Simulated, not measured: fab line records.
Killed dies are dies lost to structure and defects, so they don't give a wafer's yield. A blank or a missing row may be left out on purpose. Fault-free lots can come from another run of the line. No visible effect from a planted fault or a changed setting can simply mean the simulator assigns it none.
fab line records -- flow sky130 -- part 2 of 2: steps 44 to 44 of 44
record: lots: 5, wafers: 15, last_day: 49
route steps=708 shown METAL1@448 VIA1@458 METAL2@483 PAD_OPEN@708
lots that met no fault: from a run of the same line without faults
start_h: start of the lot's first displayed wafer, in hours after the record's first day -- wait_h: hours elapsed since this lot's preceding step -- " the same as in the row above -- L1.1+2: a row that stands for several wafers -- - value missing, or start not given -- * or withheld: withheld -- < > ~ a bound
route shown NAME@n: NAME is a module with steps in the file, n the number in the route of the first one -- usual: the fault-free wafers' mean and standard deviation -- same: alike in all rows -- chamber/n: place in a boat -- sites: the reading at each site -- _std_site: how widely they spread, as a standard deviation -- _edge_site: inner sites' mean taken away from outer sites' mean -- radius_mm: for every site, how far away it sits from the centre of the wafer -- mask NAME#n: copy n -- behind: tool/chamber where the wafer was last shaped -- hold: what put the lot on hold/how long, in hours/how the hold closed -- device: the transistor (n, p or np) that didn't switch -- end of line: at the end of the route, the tests of the same wafers -- a step without rows: its recipe alone -- killed: count of dies lost to structure and defects at first sort (not the wafer's yield) -- map: shows each die of a wafer: x if killed, . if not, _ if none is there
set.NAME: the setting the step ran with; set.NAME@STEP: the setting that earlier step ran with -- model.NAME: the simulator's own value behind a step, which no gauge read
certain route steps with their lots: each step a table, each wafer a row
services: from which hour (start_h, from the record's first day; less than 0 if before it) a tool's chamber was out of use, for how many hours, and why
== steps ==
step: SKY_PAD_OPEN_PROBE_99
usual: defect_limited_yield: 82.5/1.9, killed_at_M0_to_M3: 43/6.8, killed_at_M4_up: 3.2/1.8, killed_at_contacts: 24/6.2, killed_at_front_end: 15/4.7, killed_at_other: 0.4/0.63, killed_dies: 86/9.6, killed_open: 47/6.9, killed_short: 39/6.3
same: gross_dies: 492, killed_at_back_side: 0
lot.wafer,tool,chamber,start_h,wait_h,defect_limited_yield[%],killed_at_M0_to_M3,killed_at_M4_up,killed_at_contacts,killed_at_front_end,killed_at_other,killed_dies,killed_open,killed_short,model.etest.tester.sort_n_pass,model.etest.tester.sort_bin_5_pct,model.etest.tester.sort_yield_pct,model.etest.diode_pdiff_fingers.under_floor,model.etest.sonos_baked.open,model.etest.res_xhigh_po.open,model.etest.ring_1v8.no_ring,model.etest.pfet_g5v0d10v5.under_floor
L384.2,prober-02,-,1120.68,0.1,81.3,53,8,19,11,1,92,44,47,400,10.77,81.3,0,0,0,0,0
L384.4,prober-02,-,1120.78,0.2,80.3,38,5,36,18,0,97,58,39,395,10.98,80.28,0,0,0,0,0
L384.5,prober-02,-,1120.83,0.2,81.1,44,3,24,20,2,93,44,48,399,11.59,81.1,0,0,0,0,0
L385.2,prober-01,-,1131.77,0.1,84.6,39,1,22,14,0,76,40,36,416,9.959,84.55,0,0,0,0,0
L385.3,prober-01,-,1131.82,0.2,82.7,41,3,22,19,0,85,43,42,407,10.57,82.72,0,0,0,0,0
L385.6,prober-01,-,1131.97,0.2,84.3,39,1,26,11,0,77,46,31,415,8.943,84.35,0,0,0,0,0
L391.3,prober-02,-,1160.98,0.2,81.3,49,2,25,16,0,92,53,39,400,10.98,81.3,0,0,0,0,0
L391.4,prober-02,-,1161.03,0.2,83.5,39,3,20,19,0,81,48,32,411,8.74,83.54,0,0,0,0,0
L391.6,prober-02,-,1161.13,0.2,83.7,49,2,15,13,1,80,44,34,412,8.537,83.74,0,0,0,0,0
L394.3,prober-02,-,1174.68,0.2,83.1,40,2,23,17,1,83,39,44,409,9.146,83.13,0,0,0,0,0
L394.5,prober-02,-,1174.78,0.2,81.3,47,7,20,17,1,92,44,48,400,10.77,81.3,0,0,0,0,0
L394.6,prober-02,-,1174.83,0.2,82.9,43,2,27,12,0,84,42,42,408,11.79,82.93,0,0,0,0,0
L396.1,prober-02,-,1178.08,0.1,79.9,52,0,24,21,2,99,51,48,393,11.38,79.88,0,0,0,0,0
L396.4,prober-02,-,1178.23,0.2,81.3,53,6,19,14,0,92,40,52,0,93.7,0,1,1,1,1,1
L396.5,prober-02,-,1178.28,0.2,82.7,48,1,26,9,1,85,49,36,407,9.553,82.72,0,0,0,0,0
killed by level:class
L384.2 VIA1:geometric_particle:open=13 VIA3:geometric_particle:open=9 VIA1:geometric_particle:short=8 METAL4:geometric_particle:short=6 CONTACT:geometric_particle:open=6 VIA3:geometric_particle:short=5 METAL2:geometric_particle:short=4 LI_CONTACT:geometric_particle:open=4
L384.4 CONTACT:geometric_particle:open=13 LI_CONTACT:geometric_particle:open=10 VIA1:geometric_particle:open=9 VIA1:geometric_particle:short=6 FIELD_ISO:geometric_particle:open=5 POLY_GATE:geometric_particle:open=5 CONTACT:geometric_particle:short=5 LOCAL_INTERCONNECT:geometric_particle:short=4
L384.5 VIA1:geometric_particle:open=11 VIA3:geometric_particle:open=8 CONTACT:geometric_particle:open=7 VIA1:geometric_particle:short=6 FIELD_ISO:geometric_particle:short=5 POLY_GATE:geometric_particle:short=5 LI_CONTACT:geometric_particle:short=5 METAL1:geometric_particle:short=5
L385.2 VIA1:geometric_particle:open=9 VIA3:geometric_particle:open=7 VIA2:geometric_particle:open=6 FIELD_ISO:geometric_particle:short=5 LOCAL_INTERCONNECT:geometric_particle:short=5 CONTACT:geometric_particle:open=5 LI_CONTACT:geometric_particle:open=4 CONTACT:geometric_particle:short=4
L385.3 LI_CONTACT:geometric_particle:open=11 VIA1:geometric_particle:open=10 VIA2:geometric_particle:short=5 VIA1:geometric_particle:short=5 FIELD_ISO:geometric_particle:open=4 LOCAL_INTERCONNECT:geometric_particle:short=4 POLY_GATE:geometric_particle:short=4 VIA2:geometric_particle:open=4
L385.6 VIA1:geometric_particle:open=11 CONTACT:geometric_particle:short=7 CONTACT:geometric_particle:open=7 VIA2:geometric_particle:open=6 LI_CONTACT:geometric_particle:open=5 VIA3:geometric_particle:open=5 LOCAL_INTERCONNECT:geometric_particle:short=4 VIA1:geometric_particle:short=4
L391.3 VIA1:geometric_particle:open=14 CONTACT:geometric_particle:open=12 FIELD_ISO:geometric_particle:short=7 VIA2:geometric_particle:open=7 VIA1:geometric_particle:short=6 LI_CONTACT:geometric_particle:open=5 VIA3:geometric_particle:open=5 METAL2:geometric_particle:short=5
L391.4 VIA1:geometric_particle:open=10 LI_CONTACT:geometric_particle:open=9 VIA2:geometric_particle:open=9 CONTACT:geometric_particle:open=7 POLY_GATE:geometric_particle:short=5 VIA1:geometric_particle:short=5 POLY_GATE:geometric_particle:open=4 METAL1:geometric_particle:short=4
L391.6 VIA2:geometric_particle:open=11 VIA1:geometric_particle:open=10 VIA3:geometric_particle:open=7 METAL1:geometric_particle:short=6 CONTACT:geometric_particle:short=5 FIELD_ISO:geometric_particle:short=4 CONTACT:geometric_particle:open=4 METAL3:geometric_particle:short=4
L394.3 CONTACT:geometric_particle:open=9 VIA1:geometric_particle:short=8 METAL1:geometric_particle:short=7 VIA1:geometric_particle:open=6 FIELD_ISO:geometric_particle:open=5 POLY_GATE:geometric_particle:short=4 LI_CONTACT:geometric_particle:open=4 LOCAL_INTERCONNECT:geometric_particle:short=4
L394.5 VIA1:geometric_particle:open=12 LI_CONTACT:geometric_particle:open=7 CONTACT:geometric_particle:open=6 METAL1:geometric_particle:short=6 VIA1:geometric_particle:short=6 VIA2:geometric_particle:open=6 METAL2:geometric_particle:short=5 VIA3:geometric_particle:short=5
L394.6 LI_CONTACT:geometric_particle:open=9 METAL2:geometric_particle:short=8 VIA1:geometric_particle:open=7 CONTACT:geometric_particle:short=5 CONTACT:geometric_particle:open=5 VIA1:geometric_particle:short=5 FIELD_ISO:geometric_particle:open=4 LOCAL_INTERCONNECT:geometric_particle:short=4
L396.1 VIA2:geometric_particle:open=10 CONTACT:geometric_particle:open=9 VIA1:geometric_particle:open=9 FIELD_ISO:geometric_particle:open=7 LOCAL_INTERCONNECT:geometric_particle:short=7 METAL1:geometric_particle:short=7 VIA2:geometric_particle:short=7 VIA3:geometric_particle:open=6
L396.4 METAL2:geometric_particle:short=9 VIA3:geometric_particle:open=7 LI_CONTACT:geometric_particle:open=6 METAL1:geometric_particle:short=6 VIA2:geometric_particle:open=6 VIA2:geometric_particle:short=5 CONTACT:geometric_particle:open=5 VIA3:geometric_particle:short=5
L396.5 VIA1:geometric_particle:open=12 VIA3:geometric_particle:open=12 CONTACT:geometric_particle:open=11 CONTACT:geometric_particle:short=7 METAL1:geometric_particle:short=7 VIA1:geometric_particle:short=6 LOCAL_INTERCONNECT:geometric_particle:short=5 VIA2:geometric_particle:open=5
== services ==
tool,chamber,start_h,hours,kind
rie_diel-02,2,814.58,6.8,repair
rie_diel-01,0,818.92,8.0,repair
cmp-02,-,822.07,1.0,repair
pvd_sputter-01,-,831.39,9.1,repair
rie_metal-01,0,832.89,21.3,repair
rie_metal-04,-,835.32,0.7,repair
pvd_sputter-01,-,837.31,6.6,repair
plasma_asher-01,-,838.92,3.3,repair
rie_diel-03,1,852.17,34.2,repair
pvd_sputter-01,-,854.90,13.0,repair
rie_diel-02,2,867.48,40.0,repair
rie_metal-01,-,870.58,0.6,repair
rie_diel-03,2,873.53,7.4,repair
plasma_asher-03,-,886.42,2.8,pm
cmp-01,-,892.20,5.7,pm
cmp-02,-,903.60,1.4,repair
rie_diel-03,2,911.60,10.3,repair
cmp-02,-,912.00,4.0,pm
cmp-02,-,932.93,0.9,repair
rie_metal-01,-,935.88,0.3,repair
rie_diel-02,0,939.08,9.1,repair
cmp-01,-,939.52,1.2,repair
rie_diel-02,1,945.24,4.0,repair
rie_diel-01,3,945.74,12.3,repair
== key ==
first_sign: step: SKY_VIA1_ETCH_15, reading: oes_product_au, direction: up, sigmas: 4.1, usual: 0.981, struck: 1.009
effect none on later readings
model_effect: step: SKY_VIA1_CMP_02, value: SiO2_of_VIA1_HDPCVD_00.thk_nm, without: 343.9, struck: 587.7
model_effect: step: SKY_VIA1_ETCH_15, value: etch.depth_nm, without: 343.9, struck: 353.9
model_effect: step: SKY_METAL2_METAL_ETCH_19, value: SiO2_of_VIA1_HDPCVD_00.thk_nm, without: 330, struck: 573.8
model_effect: step: SKY_PAD_OPEN_PROBE_99, value: etest.tester.sort_n_pass, without: 400, struck: 0
met_at SKY_VIA1_CMP_02
struck_wafers L396.4
onset_between 896.08 905.54
fault: kind: process_parameter_drift, tool: cmp-02, chamber: -, onset_h: 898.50, steps: SKY_VIA1_CMP_02, channel: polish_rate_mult, offset: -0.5, shape: step, end_h: 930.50, scope: struck_wafers_only
